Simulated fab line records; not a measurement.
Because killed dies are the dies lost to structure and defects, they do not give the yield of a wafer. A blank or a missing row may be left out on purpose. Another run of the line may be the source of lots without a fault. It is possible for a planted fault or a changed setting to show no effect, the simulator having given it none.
Which of the tools did it?    flow sky130    24 lots, 72 wafers sampled, at 3 steps of a route of 708

== WHAT THE GAUGES SHOWED, per wafer ==
SKY_LDD_P_TW_MEAS_11. Usual: LDD_P_TW typically reads 633, with standard deviation 5.4.
lot   measured      on             LDD_P_TW     flag
L074  day 17 08:22  film metro-02  646 646 646  
L075  day 19 01:43  film metro-03  632 630 627  
L076  day 19 22:47  film metro-01  629 629 631  
L077  day 20 20:46  film metro-02  634 636 639  
L078  day 20 21:44  film metro-01  626 627 626  
L079  day 21 07:10  film metro-03  627 633 631  
L080  day 21 16:07  film metro-02  637 640 636  
L081  day 22 08:04  film metro-01  629 629 628  
L082  day 22 22:08  film metro-01  631 626 631  
L083  day 23 06:07  film metro-01  629 633 633  
L084  day 23 11:34  film metro-02  641 638 639  
L085  day 23 18:13  film metro-01  633 635 635  
L087  day 25 23:16  film metro-02  637 636 634  
L090  day 25 23:34  film metro-03  628 626 628  
L089  day 25 23:41  film metro-01  628 629 628  
L086  day 26 00:52  film metro-01  622 625 626  
L088  day 26 01:46  film metro-01  626 626 624  
L091  day 26 02:23  film metro-02  637 641 638  
L092  day 26 04:17  film metro-02  640 636 640  
L093  day 26 10:55  film metro-02  639 637 637  
L094  day 27 03:52  film metro-03  631 630 627  
L095  day 27 23:49  film metro-03  632 633 631  
L096  day 28 00:30  film metro-02  639 639 635  
L097  day 28 06:04  film metro-02  637 633 638  

SKY_VIA3_RS_MEAS_22: uses a four-point probe to measure. Usual: VIA3_W_RS typically reads 0.2955 ohm/sq, with standard deviation 0.0027.
lot   measured      on             VIA3_W_RS (ohm/sq)    flag
L074  day 38 09:12  film metro-04  0.3024 0.2972 0.3012  
L075  day 39 13:20  film metro-02  0.2952 0.2967 0.2961  
L076  day 40 09:41  film metro-04  0.2951 0.2945 0.2888  
L077  day 41 04:26  film metro-03  0.2960 0.2965 0.2966  
L078  day 41 06:17  film metro-02  0.2981 0.2965 0.2953  
L079  day 41 10:52  film metro-03  0.2975 0.2944 0.2959  
L080  day 41 15:40  film metro-02  0.2939 0.2992 0.2978  
L081  day 42 07:29  film metro-04  0.2980 0.2922 0.2914  
L082  day 42 18:31  film metro-03  0.2922 0.2926 0.2952  
L083  day 42 22:58  film metro-04  0.2980 0.3011 0.2985  
L084  day 43 05:25  film metro-04  0.2936 0.2962 0.2920  
L085  day 43 09:17  film metro-04  0.2943 0.2963 0.2949  
L087  day 44 23:28  film metro-02  0.2952 0.3004 0.2968  
L090  day 45 00:08  film metro-04  0.2926 0.2934 0.2965  
L089  day 45 01:36  film metro-04  0.2958 0.2945 0.2947  
L086  day 45 03:16  film metro-02  0.2980 0.2939 0.2954  
L088  day 45 04:02  film metro-03  0.2943 0.2938 0.2911  
L091  day 45 06:01  film metro-04  0.2962 0.2971 0.2974  
L092  day 45 06:44  film metro-02  0.2907 0.2917 0.2932  
L093  day 45 07:22  film metro-02  0.2928 0.2933 0.2937  
L094  day 45 20:01  film metro-04  0.2953 0.2981 0.2992  
L095  day 46 11:23  film metro-02  0.2958 0.2909 0.2936  
L096  day 46 13:45  film metro-02  0.2984 0.2987 0.2968  
L097  day 46 17:52  film metro-02  0.2969 0.2973 0.2972  

== WHICH TOOL RAN EACH LOT (tool, then ch and the chambers of the sampled wafers, then the start) ==
lot   SKY_VIA2_SPUTTER_20
L074  pvd sputter-02, day 35 00:29
L075  pvd sputter-01, day 36 05:40
L076  pvd sputter-02, day 37 00:22
L077  pvd sputter-03, day 37 20:58
L078  pvd sputter-03, day 37 22:20
L079  pvd sputter-02, day 38 03:46
L080  pvd sputter-01, day 38 08:52
L081  pvd sputter-02, day 39 01:27
L082  pvd sputter-02, day 39 13:16
L083  pvd sputter-03, day 39 17:33
L084  pvd sputter-01, day 40 01:28
L085  pvd sputter-02, day 40 06:02
L087  pvd sputter-01, day 41 22:19
L090  pvd sputter-01, day 41 21:46
L089  pvd sputter-03, day 42 00:28
L086  pvd sputter-02, day 42 01:52
L088  pvd sputter-03, day 42 02:46
L091  pvd sputter-01, day 42 04:22
L092  pvd sputter-01, day 42 05:37
L093  pvd sputter-02, day 42 06:31
L094  pvd sputter-03, day 42 21:10
L095  pvd sputter-02, day 43 14:33
L096  pvd sputter-03, day 43 17:03
L097  pvd sputter-02, day 43 21:43
- SKY_VIA2_SPUTTER_20: material TiN, target thk 20 nm, time 80 s.

== WHAT THE TOOLS THEMSELVES READ (means of the sampled wafers that have a number; where no wafer has one, the mark that the record gives instead) ==
SKY_VIA2_SPUTTER_20. Usual: 30.0 % for throttle valve pct, sd 1.2.
lot   tool            throttle valve pct (%)  flag
L074  pvd sputter-02  29.0                    
L075  pvd sputter-01  30.8                    
L076  pvd sputter-02  30.5                    
L077  pvd sputter-03  30.0                    
L078  pvd sputter-03  29.9                    
L079  pvd sputter-02  29.4                    
L080  pvd sputter-01  29.4                    
L081  pvd sputter-02  29.4                    
L082  pvd sputter-02  30.1                    
L083  pvd sputter-03  30.5                    
L084  pvd sputter-01  29.1                    
L085  pvd sputter-02  29.7                    
L087  pvd sputter-01  30.3                    
L090  pvd sputter-01  30.9                    
L089  pvd sputter-03  30.4                    
L086  pvd sputter-02  31.0                    
L088  pvd sputter-03  29.9                    
L091  pvd sputter-01  30.5                    
L092  pvd sputter-01  29.0                    
L093  pvd sputter-02  29.6                    
L094  pvd sputter-03  30.1                    
L095  pvd sputter-02  29.8                    
L096  pvd sputter-03  30.3                    
L097  pvd sputter-02  29.3                    

== THE ANSWER, worked out from the rows above alone ==
Rule: lot off if the mean of its wafers having a number is beyond 3 standard deviations from the usual mean. A lot without any number at a reading at which 4 lots or more have one is off too. The other lots that the step has rows for count as sound. Order of review: gauges by route order, followed by the tools' own readings, for which a lot's mean as printed above is used. The first step at which some lot is off is used, and at that step the reading that is off furthest; a lot without a number counts as furthest.
Across all readings shown, no lot is off: no conclusion can be drawn from this.

== WHAT WAS PUT IN BY THE SIMULATOR ==
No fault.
